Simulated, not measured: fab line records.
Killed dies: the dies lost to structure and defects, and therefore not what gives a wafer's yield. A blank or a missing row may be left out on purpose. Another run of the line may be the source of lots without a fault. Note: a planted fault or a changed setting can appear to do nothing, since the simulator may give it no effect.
fab line records	flow sky130	part 1 of 2: steps 1 to 26 of 33
[record] lots = 5	wafers = 15	last-day = 49
route steps=708 shown VIA4@649 METAL5@661 PASSIVATION@681
lots that met no fault: from a run of the same line without faults
start-h: the number of hours between the record's first day and the start of the first shown wafer of the lot	wait-h: hours from the lot's prior step to this one	" the same as in the row above	L1.1+2: a single row standing in for several wafers	- no value, or no start was given	* or withheld: withheld	< > ~ a bound
route shown NAME@n: names a module that has steps shown in the file, with the first one's number in the route	usual: average and standard deviation across the fault-free wafers	same: alike in all rows	chamber/n: place in a boat	sites: the reading at each site	_std_site: the values' standard deviation	_edge_site: mean of outer sites minus mean of inner sites	radius-mm: how far each site lies from the wafer's centre	mask NAME#n: copy n	behind: tool/chamber where the wafer was last shaped	hold: why the lot was held/for how many hours/how that ended	device: transistor that didn't switch, given as n, p or np	end of line: the same wafers' tests at the end of the route	where a step has no rows: the recipe by itself	killed: not the wafer's yield, but the dies lost to structure and defects at the first sort	map: a wafer's dies, x killed, . not, _ none there
set.NAME: the setting that was run; set.NAME@STEP: the one run at that earlier step	model.NAME: the simulator's own value behind a step, which no gauge read
lots at selected steps of the route; one table per step, one row per wafer
services: a tool's chamber out of use, with start hour (start-h, from the record's first day; less than 0 if before it), hours out, and reason
[[steps]]
[step SKY_VIA4_DEVELOP_10]
[recipe] resist = NOVOLAK	developer = TMAH	develop-time-s = 60	dev-temp-c = 23
lot.wafer	tool	chamber	start-h	wait-h
L076.1+3+5	litho-track-04	0	1007.09	0.1
L080.2+5+6	litho-track-01	0	1035.85	0.1
L082.1+2+5	litho-track-02	0	1048.63	0.1
L090.2+3+6	litho-track-01	0	1100.55	0.1
L092.1+2+3	litho-track-04	0	1117.09	0.1
[step SKY_VIA4_OVL_MEAS_11]
[usual] VIA4_OVL = 0.8/1.4
lot.wafer	tool	chamber	start-h	wait-h	VIA4_OVL[nm]
L076.1	overlay-02	-	1007.24	0.1	2.8
L076.3	"	-	"	"	1.3
L076.5	"	-	"	"	-1.1
L080.2	overlay-01	-	1035.98	0.1	3.4
L080.5	"	-	"	"	1.6
L080.6	"	-	"	"	1.5
L082.1	overlay-01	-	1048.78	0.1	0.1
L082.2	"	-	"	"	1.3
L082.5	"	-	"	"	-1.4
L090.2	overlay-01	-	1100.68	0.1	4.1
L090.3	"	-	"	"	2.4
L090.6	"	-	"	"	4.8
L092.1	overlay-02	-	1117.24	0.1	-1.2
L092.2	"	-	"	"	-0.4
L092.3	"	-	"	"	0.4
[step SKY_VIA4_ETCH_12]
[recipe] target = SiO2	chemistry = C4F8/O2/Ar	stop-on = TiN	mask-material = NOVOLAK	source-w = 1500	bias-w = 1200	pressure-mtorr = 40	c4f8-flow-sccm = withheld	O2_flow_sccm = 6	Ar_flow_sccm = 300	time-s = withheld	target-depth-a = 5800
[usual] chamber-pressure-mTorr = 39.99/0.037	oes-product-au = 0.931/0.0044
lot.wafer	tool	chamber	start-h	wait-h	chamber-pressure-mTorr	oes-product-au
L076.1	rie-diel-04	2	1007.27	0.0	40.00	0.935
L076.3	"	0	"	"	40.03	0.936
L076.5	"	3	"	"	40.01	0.933
L080.2	rie-diel-04	3	1036.01	0.0	39.99	0.931
L080.5	"	1	"	"	39.97	0.937
L080.6	"	2	"	"	40.01	0.940
L082.1	rie-diel-04	1	1048.82	0.0	39.97	0.928
L082.2	"	3	"	"	39.99	0.935
L082.5	"	3	"	"	40.00	0.927
L090.2	rie-diel-03	3	1100.71	0.0	39.95	0.940
L090.3	"	2	"	"	39.94	0.929
L090.6	"	3	"	"	40.05	0.941
L092.1	rie-diel-04	1	1117.27	0.0	39.97	0.931
L092.2	"	2	"	"	39.96	0.933
L092.3	"	0	"	"	39.99	0.932
[step SKY_VIA4_STRIP_13]
[recipe] chemistry = O2/N2	power-w = 1400	pressure-mtorr = 1500	platen-temp-c = withheld	o2-flow-sccm = 3000	n2-flow-sccm = 300	overash-fraction = 0.5
[usual] chamber-pressure-mTorr = 1499.8/1.5	drypump-motor-current-A = 6.0/0.52	n2-flow-sccm = 300.3/0.99	oes-product-au = 0.709/0.0042	strip-time-to-endpoint-s = 12.798/0.028
lot.wafer	tool	chamber	start-h	wait-h	chamber-pressure-mTorr	drypump-motor-current-A	n2-flow-sccm	oes-product-au	rf-hours-counter-h	strip-time-to-endpoint-s
L076.1	plasma-asher-01	0	1007.35	-	1501.7	5.8	300.5	0.702	29	12.756
L076.3	"	0	"	"	1501.1	5.8	300.7	0.713	-	12.726
L076.5	"	0	"	"	1499.6	5.8	300.3	0.706	-	12.829
L080.2	plasma-asher-03	1	1036.08	-	1497.6	5.5	302.0	0.701	122	12.801
L080.5	"	0	"	"	1500.6	6.7	300.1	0.713	-	12.829
L080.6	"	1	"	"	1496.6	5.5	300.4	0.713	-	12.764
L082.1	plasma-asher-01	1	1048.89	-	1499.2	6.5	300.6	0.707	33	12.829
L082.2	"	0	"	"	1498.2	5.8	298.9	0.714	33	12.847
L082.5	"	0	"	"	1498.2	5.8	298.9	0.705	-	12.798
L090.2	plasma-asher-03	0	1100.78	-	1499.0	6.7	300.9	0.707	2	12.782
L090.3	"	0	"	"	1499.8	6.7	302.0	0.706	-	12.810
L090.6	"	0	"	"	1500.7	6.7	300.9	0.711	-	12.836
L092.1	plasma-asher-03	0	1117.35	-	1500.1	6.6	300.1	0.708	4	12.779
L092.2	"	1	"	"	1499.5	5.5	301.6	0.708	4	12.785
L092.3	"	1	"	"	1500.0	5.5	300.9	0.713	-	12.823
[step SKY_VIA4_STRIP_14]
[recipe] chemistry = post-etch-residue-remover	time-s = 1200	temp-c = 72.5
[usual] temp-c = 72.50/0.11
[same] time-s = 1200
lot.wafer	tool	chamber	start-h	wait-h	temp-c
L076.1	wet-bench-02	0	1007.45	0.1	72.42
L076.3	"	0	"	"	72.45
L076.5	"	0	"	"	72.46
L080.2	wet-bench-01	2	1036.18	0.1	72.39
L080.5	"	2	"	"	72.41
L080.6	"	2	"	"	72.48
L082.1	wet-bench-04	2	1048.99	0.1	72.49
L082.2	"	2	"	"	72.30
L082.5	"	2	"	"	72.45
L090.2	wet-bench-01	0	1100.88	0.1	72.38
L090.3	"	0	"	"	72.41
L090.6	"	0	"	"	72.37
L092.1	wet-bench-01	0	1117.45	0.1	72.43
L092.2	"	0	"	"	72.38
L092.3	"	0	"	"	72.38
[step SKY_VIA4_CLEAN_15]
[recipe] chemistry = IPA	time-s = 180	temp-c = 25
[usual] temp-c = 24.99/0.1
[same] time-s = 180
lot.wafer	tool	chamber	start-h	wait-h	temp-c
L076.1	wet-bench-01	2	1007.79	0.0	25.10
L076.3	"	2	"	"	25.09
L076.5	"	2	"	"	24.94
L080.2	wet-bench-02	1	1036.52	0.0	25.17
L080.5	"	1	"	"	25.12
L080.6	"	1	"	"	25.11
L082.1	wet-bench-01	0	1049.33	0.0	24.77
L082.2	"	0	"	"	24.91
L082.5	"	0	"	"	25.13
L090.2	wet-bench-01	1	1101.26	0.0	25.03
L090.3	"	1	"	"	25.13
L090.6	"	1	"	"	25.24
L092.1	wet-bench-01	2	1118.13	0.0	24.97
L092.2	"	2	"	"	25.14
L092.3	"	2	"	"	25.03
[step SKY_VIA4_CLEAN_16]
[recipe] chemistry = O3/DIW	dry = n2-spin
lot.wafer	tool	chamber	start-h	wait-h
L076.1+3+5	wet-bench-01	1	1007.85	0.0
L080.2+5+6	wet-bench-04	3	1036.58	0.0
L082.1+2+5	wet-bench-04	1	1049.39	0.0
L090.2+3+6	wet-bench-02	1	1101.32	0.0
L092.1+2+3	wet-bench-01	3	1118.25	0.0
[step SKY_VIA4_SPUTTER_17]
[recipe] material = TiN	target-thk-nm = 20	chamber-pressure-pa = 5	power-w = 4000	time-s = 80
[usual] throttle-valve-pct = 30.3/0.83
[same] time-s = 80
lot.wafer	tool	chamber	start-h	wait-h	throttle-valve-pct
L076.1	pvd-sputter-02	-	1007.94	0.0	29.6
L076.3	"	-	"	"	28.8
L076.5	"	-	"	"	29.2
L080.2	pvd-sputter-01	-	1036.67	0.0	30.7
L080.5	"	-	"	"	31.1
L080.6	"	-	"	"	30.6
L082.1	pvd-sputter-02	-	1049.48	0.0	29.1
L082.2	"	-	"	"	29.8
L082.5	"	-	"	"	29.3
L090.2	pvd-sputter-01	-	1101.41	0.0	31.0
L090.3	"	-	"	"	30.6
L090.6	"	-	"	"	30.9
L092.1	pvd-sputter-01	-	1118.43	0.0	29.1
L092.2	"	-	"	"	31.0
L092.3	"	-	"	"	30.9
[step SKY_VIA4_CVD_18]
[recipe] material = W	target-thk-nm = 505	time-s = 152.14	temp-c = 400	pressure-torr = 40
[usual] heater-power-w = 861/100
[same] time-s = 152.14
lot.wafer	tool	chamber	start-h	wait-h	heater-power-w
L076.1	cvd-w-01	1	1008.00	0.0	838
L076.3	"	1	"	"	863
L076.5	"	1	"	"	826
L080.2	cvd-w-01	0	1036.74	0.0	723
L080.5	"	0	"	"	718
L080.6	"	1	"	"	837
L082.1	cvd-w-02	0	1049.55	0.0	1001
L082.2	"	1	"	"	854
L082.5	"	0	"	"	997
L090.2	cvd-w-02	1	1101.47	0.0	831
L090.3	"	0	"	"	1006
L090.6	"	0	"	"	1028
L092.1	cvd-w-02	1	1118.49	0.0	845
L092.2	"	0	"	"	1010
L092.3	"	1	"	"	847
[step SKY_VIA4_RS_MEAS_19]
[recipe] thk-meas-gauge = four-point-probe	reads = W_of_VIA4_CVD_18+TiN_of_VIA4_SPUTTER_17
[usual] VIA4_W_RS = 0.2274/0.0026
lot.wafer	tool	chamber	start-h	wait-h	VIA4_W_RS[ohm/sq]
L076.1	film-metro-01	-	1008.15	0.1	0.2266
L076.3	"	-	"	"	0.2276
L076.5	"	-	"	"	0.2269
L080.2	film-metro-04	-	1036.91	0.1	0.2280
L080.5	"	-	"	"	0.2307
L080.6	"	-	"	"	0.2285
L082.1	film-metro-04	-	1049.70	0.1	0.2305
L082.2	"	-	"	"	0.2322
L082.5	"	-	"	"	0.2310
L090.2	film-metro-03	-	1101.64	0.1	0.2289
L090.3	"	-	"	"	0.2243
L090.6	"	-	"	"	0.2258
L092.1	film-metro-01	-	1118.64	0.1	0.2279
L092.2	"	-	"	"	0.2292
L092.3	"	-	"	"	0.2277
[step SKY_VIA4_THK_MEAS_20]
[recipe] thk-meas-gauge = xrf	reads = W_of_VIA4_CVD_18
[usual] VIA4_W_THK = 503/7.5
lot.wafer	tool	chamber	start-h	wait-h	VIA4_W_THK[nm]
L076.1	film-metro-01	-	1008.27	0.1	511
L076.3	"	-	"	"	510
L076.5	"	-	"	"	510
L080.2	film-metro-04	-	1037.02	0.1	497
L080.5	"	-	"	"	492
L080.6	"	-	"	"	495
L082.1	film-metro-04	-	1049.82	0.1	492
L082.2	"	-	"	"	491
L082.5	"	-	"	"	489
L090.2	film-metro-03	-	1101.75	0.1	500
L090.3	"	-	"	"	510
L090.6	"	-	"	"	506
L092.1	film-metro-01	-	1118.76	0.1	508
L092.2	"	-	"	"	503
L092.3	"	-	"	"	504
[step SKY_VIA4_CMP_21]
[recipe] stop-on = SiO2	t-overpolish-s = 25	down-force-psi = 3.5	platen-rpm = 60	target-thk-nm = 0	pad-velocity-m-s = 0.94248
[usual] motor-current-A = 11.2/0.66	overpolish-run-s = 25.000/0.0088	retaining-ring-pressure-frac = 1.000/0.0051	time-to-endpoint-s = 123/6
lot.wafer	tool	chamber	start-h	wait-h	motor-current-A	overpolish-run-s	retaining-ring-pressure-frac	time-to-endpoint-s
L076.1	cmp-02	3	1008.33	0.1	10.6	25.006	0.995	115
L076.3	"	0	"	"	11.6	25.007	1.003	121
L076.5	"	3	"	"	10.6	24.994	0.994	113
L080.2	cmp-01	3	1037.12	0.1	10.9	25.001	1.009	125
L080.5	"	2	"	"	10.3	25.004	0.998	121
L080.6	"	3	"	"	11.0	25.004	1.004	126
L082.1	cmp-02	3	1050.04	0.2	10.6	25.000	0.993	107
L082.2	"	0	"	"	11.5	25.008	0.994	113
L082.5	"	1	"	"	12.7	24.999	1.005	114
L090.3	cmp-02	0	1101.85	0.1	11.2	25.015	0.996	123
L090.2	"	2	"	"	10.3	24.986	1.002	113
L090.6	"	0	"	"	11.8	24.998	1.006	125
L092.1	cmp-01	1	1118.82	0.1	11.9	25.003	0.995	124
L092.2	"	2	"	"	11.0	25.019	0.999	126
L092.3	"	3	"	"	11.2	24.993	1.005	129
[step SKY_METAL5_SPUTTER_00]
[recipe] material = Ti	target-thk-nm = 15	power-w = 3000	time-s = 10	chamber-pressure-pa = 0.4
[usual] throttle-valve-pct = 30.1/0.64
[same] time-s = 10
lot.wafer	tool	chamber	start-h	wait-h	throttle-valve-pct
L076.1	pvd-sputter-02	-	1008.63	0.2	30.6
L076.3	"	-	"	"	29.6
L076.5	"	-	"	"	30.7
L080.2	pvd-sputter-02	-	1037.37	0.2	29.4
L080.5	"	-	"	"	30.6
L080.6	"	-	"	"	29.1
L082.1	pvd-sputter-03	-	1050.24	0.1	30.5
L082.2	"	-	"	"	29.9
L082.5	"	-	"	"	29.6
L090.2	pvd-sputter-03	-	1102.10	0.1	30.0
L090.3	"	-	"	"	30.6
L090.6	"	-	"	"	29.8
L092.1	pvd-sputter-03	-	1119.12	0.2	29.9
L092.2	"	-	"	"	29.9
L092.3	"	-	"	"	29.8
[step SKY_METAL5_SPUTTER_01]
[recipe] material = TiN	target-thk-nm = 20	power-w = 6500	time-s = 16.7	chamber-pressure-pa = 0.4
[usual] throttle-valve-pct = 30.1/0.61
[same] time-s = 16.7
lot.wafer	tool	chamber	start-h	wait-h	throttle-valve-pct
L076.1	pvd-sputter-02	-	1008.65	0.0	30.5
L076.3	"	-	"	"	29.6
L076.5	"	-	"	"	30.5
L080.2	pvd-sputter-02	-	1037.39	0.0	29.5
L080.5	"	-	"	"	30.4
L080.6	"	-	"	"	29.3
L082.1	pvd-sputter-03	-	1050.26	0.0	30.4
L082.2	"	-	"	"	29.9
L082.5	"	-	"	"	29.7
L090.2	pvd-sputter-03	-	1102.13	0.0	29.8
L090.3	"	-	"	"	30.4
L090.6	"	-	"	"	29.9
L092.1	pvd-sputter-03	-	1119.15	0.0	29.9
L092.2	"	-	"	"	30.1
L092.3	"	-	"	"	29.9
[step SKY_METAL5_SPUTTER_02]
[recipe] material = AlCu	target-thk-nm = 1150	power-w = 10600	time-s = 61.2	chamber-pressure-pa = 0.4
[usual] throttle-valve-pct = 30.1/0.64
[same] time-s = 61.2
lot.wafer	tool	chamber	start-h	wait-h	throttle-valve-pct
L076.1	pvd-sputter-02	-	1008.68	0.0	30.4
L076.3	"	-	"	"	29.5
L076.5	"	-	"	"	30.7
L080.2	pvd-sputter-02	-	1037.42	0.0	29.4
L080.5	"	-	"	"	30.7
L080.6	"	-	"	"	29.0
L082.1	pvd-sputter-03	-	1050.29	0.0	30.3
L082.2	"	-	"	"	30.2
L082.5	"	-	"	"	29.5
L090.2	pvd-sputter-03	-	1102.15	0.0	29.9
L090.3	"	-	"	"	30.3
L090.6	"	-	"	"	29.6
L092.1	pvd-sputter-03	-	1119.17	0.0	29.9
L092.2	"	-	"	"	30.1
L092.3	"	-	"	"	29.9
[step SKY_METAL5_SPUTTER_03]
[recipe] material = Ti	target-thk-nm = 5	power-w = 3000	time-s = 3.3	chamber-pressure-pa = 0.3912
[usual] throttle-valve-pct = 30.1/0.64
[same] time-s = 3.3
lot.wafer	tool	chamber	start-h	wait-h	throttle-valve-pct
L076.1	pvd-sputter-02	-	1008.73	0.0	30.9
L076.3	"	-	"	"	29.3
L076.5	"	-	"	"	30.9
L080.2	pvd-sputter-02	-	1037.47	0.0	29.6
L080.5	"	-	"	"	30.8
L080.6	"	-	"	"	29.1
L082.1	pvd-sputter-03	-	1050.34	0.0	30.5
L082.2	"	-	"	"	29.7
L082.5	"	-	"	"	29.8
L090.2	pvd-sputter-03	-	1102.20	0.0	30.1
L090.3	"	-	"	"	30.3
L090.6	"	-	"	"	30.0
L092.1	pvd-sputter-03	-	1119.22	0.0	29.9
L092.2	"	-	"	"	29.9
L092.3	"	-	"	"	30.0
[step SKY_METAL5_SPUTTER_04]
[recipe] material = TiN	target-thk-nm = 70	power-w = 6500	time-s = 58.3	chamber-pressure-pa = 0.4
[usual] throttle-valve-pct = 30.1/0.61
[same] time-s = 58.3
lot.wafer	tool	chamber	start-h	wait-h	throttle-valve-pct
L076.1	pvd-sputter-02	-	1008.75	0.0	30.7
L076.3	"	-	"	"	29.6
L076.5	"	-	"	"	30.7
L080.2	pvd-sputter-02	-	1037.48	0.0	29.4
L080.5	"	-	"	"	30.6
L080.6	"	-	"	"	29.1
L082.1	pvd-sputter-03	-	1050.36	0.0	30.4
L082.2	"	-	"	"	29.9
L082.5	"	-	"	"	29.6
L090.2	pvd-sputter-03	-	1102.22	0.0	29.8
L090.3	"	-	"	"	30.7
L090.6	"	-	"	"	29.7
L092.1	pvd-sputter-03	-	1119.24	0.0	29.6
L092.2	"	-	"	"	29.8
L092.3	"	-	"	"	30.0
[step SKY_METAL5_RS_MEAS_05]
[recipe] thk-meas-gauge = four-point-probe	reads = TiN_of_METAL5_SPUTTER_04+Ti_of_METAL5_SPUTTER_03+AlCu_of_METAL5_SPUTTER_02+TiN_of_METAL5_SPUTTER_01+Ti_of_METAL5_SPUTTER_00
[usual] METAL5_ALCU_RS = 0.0271/0.00031
lot.wafer	tool	chamber	start-h	wait-h	METAL5_ALCU_RS[ohm/sq]
L076.1	film-metro-02	-	1008.80	0.0	0.0274
L076.3	"	-	"	"	0.0271
L076.5	"	-	"	"	0.0272
L080.2	film-metro-01	-	1037.55	0.0	0.0266
L080.5	"	-	"	"	0.0266
L080.6	"	-	"	"	0.0267
L082.1	film-metro-03	-	1050.41	0.0	0.0276
L082.2	"	-	"	"	0.0274
L082.5	"	-	"	"	0.0272
L090.2	film-metro-03	-	1102.29	0.0	0.0271
L090.3	"	-	"	"	0.0275
L090.6	"	-	"	"	0.0279
L092.1	film-metro-01	-	1119.29	0.0	0.0272
L092.2	"	-	"	"	0.0269
L092.3	"	-	"	"	0.0273
[step SKY_METAL5_THK_MEAS_06]
[recipe] thk-meas-gauge = xrf	reads = AlCu_of_METAL5_SPUTTER_02
[usual] METAL5_ALCU_THK = 1141/14
lot.wafer	tool	chamber	start-h	wait-h	METAL5_ALCU_THK[nm]
L076.1	film-metro-02	-	1008.92	0.1	1124
L076.3	"	-	"	"	1144
L076.5	"	-	"	"	1138
L080.2	film-metro-01	-	1037.66	0.1	1159
L080.5	"	-	"	"	1165
L080.6	"	-	"	"	1155
L082.1	film-metro-03	-	1050.53	0.1	1123
L082.2	"	-	"	"	1133
L082.5	"	-	"	"	1136
L090.2	film-metro-03	-	1102.40	0.1	1147
L090.3	"	-	"	"	1121
L090.6	"	-	"	"	1116
L092.1	film-metro-01	-	1119.41	0.1	1125
L092.2	"	-	"	"	1142
L092.3	"	-	"	"	1132
[step SKY_METAL5_DEHYDRATE_07]
[recipe] temp-c = 200	time-s = 60
[usual] heater-power-total-W = 160.37/0.13
[same] time-s = 60
lot.wafer	tool	chamber	start-h	wait-h	heater-power-total-W
L076.1	litho-track-03	0	1019.55	10.6	160.54
L076.3	"	0	"	"	160.24
L076.5	"	0	"	"	160.40
L080.2	litho-track-01	0	1048.30	10.6	160.22
L080.5	"	0	"	"	160.50
L080.6	"	0	"	"	160.49
L082.1	litho-track-01	0	1060.97	10.4	160.20
L082.2	"	0	"	"	160.12
L082.5	"	0	"	"	160.28
L090.2	litho-track-04	0	1112.01	9.6	160.34
L090.3	"	0	"	"	160.65
L090.6	"	0	"	"	160.32
L092.1	litho-track-01	0	1128.57	9.2	160.38
L092.2	"	0	"	"	160.20
L092.3	"	0	"	"	160.20
[step SKY_METAL5_HMDS_08]
[recipe] prime-time-s = 60	prime-temp-c = 120
[usual] prime-temp-c = 120.04/0.12
lot.wafer	tool	chamber	start-h	wait-h	prime-temp-c
L076.1	litho-track-03	0	1019.70	0.1	120.02
L076.3	"	0	"	"	119.93
L076.5	"	0	"	"	119.92
L080.2	litho-track-01	0	1048.45	0.1	119.86
L080.5	"	0	"	"	120.06
L080.6	"	0	"	"	120.16
L082.1	litho-track-01	0	1061.12	0.1	120.14
L082.2	"	0	"	"	119.98
L082.5	"	0	"	"	120.00
L090.2	litho-track-04	0	1112.16	0.1	119.90
L090.3	"	0	"	"	119.92
L090.6	"	0	"	"	120.06
L092.1	litho-track-01	0	1128.72	0.1	120.13
L092.2	"	0	"	"	119.96
L092.3	"	0	"	"	119.96
[step SKY_METAL5_COAT_09]
[recipe] resist = NOVOLAK	spin-rpm = 3000	resist-thk-nm = 1800
lot.wafer	tool	chamber	start-h	wait-h
L076.1+3+5	litho-track-03	0	1019.85	0.1
L080.2+5+6	litho-track-01	0	1048.60	0.1
L082.1+2+5	litho-track-01	0	1061.27	0.1
L090.2+3+6	litho-track-04	0	1112.31	0.1
L092.1+2+3	litho-track-01	0	1128.87	0.1
[step SKY_METAL5_SOFTBAKE_10]
[recipe] temp-c = 90	time-s = 60	resist = NOVOLAK
[usual] heater-power-total-W = 56.59/0.045
[same] time-s = 60
lot.wafer	tool	chamber	start-h	wait-h	heater-power-total-W
L076.1	litho-track-03	0	1020.00	0.1	56.56
L076.3	"	0	"	"	56.52
L076.5	"	0	"	"	56.69
L080.2	litho-track-01	0	1048.75	0.1	56.65
L080.5	"	0	"	"	56.56
L080.6	"	0	"	"	56.63
L082.1	litho-track-01	0	1061.42	0.1	56.59
L082.2	"	0	"	"	56.52
L082.5	"	0	"	"	56.52
L090.2	litho-track-04	0	1112.46	0.1	56.62
L090.3	"	0	"	"	56.55
L090.6	"	0	"	"	56.62
L092.1	litho-track-01	0	1129.02	0.1	56.60
L092.2	"	0	"	"	56.56
L092.3	"	0	"	"	56.63
[step SKY_METAL5_EXPOSE_11]
[recipe] mask-id = MM5	na = 0.6	source-shape = conventional	sigma-outer = 0.6	polarization = unpolarized	target-cd-nm = 1600	dose-mj = 190
lot.wafer	tool	chamber	start-h	wait-h	mask
L076.1+3+5	iline-stepper-02	0	-	-	MM5#0
L080.2+5+6	iline-stepper-01	0	-	-	MM5#0
L082.1+2+5	iline-stepper-01	0	-	-	MM5#0
L090.2+3+6	iline-stepper-02	0	-	-	MM5#0
L092.1+2+3	iline-stepper-02	0	-	-	MM5#0
[step SKY_METAL5_PEB_12]
[recipe] temp-c = withheld	time-s = *	resist = NOVOLAK
[same] time-s = *
lot.wafer	tool	chamber	start-h	wait-h
L076.1+3+5	litho-track-01	0	-	-
L080.2+5+6	litho-track-04	0	-	-
L082.1+2+5	litho-track-01	0	-	-
L090.2+3+6	litho-track-01	0	-	-
L092.1+2+3	litho-track-03	0	-	-
[step SKY_METAL5_DEVELOP_13]
[recipe] resist = NOVOLAK	developer = TMAH	develop-time-s = 60	dev-temp-c = 23
lot.wafer	tool	chamber	start-h	wait-h
L076.1+3+5	litho-track-01	0	1030.62	0.1
L080.2+5+6	litho-track-04	0	1058.86	0.1
L082.1+2+5	litho-track-01	0	1071.87	0.1
L090.2+3+6	litho-track-01	0	1121.70	0.1
L092.1+2+3	litho-track-03	0	1138.31	0.1
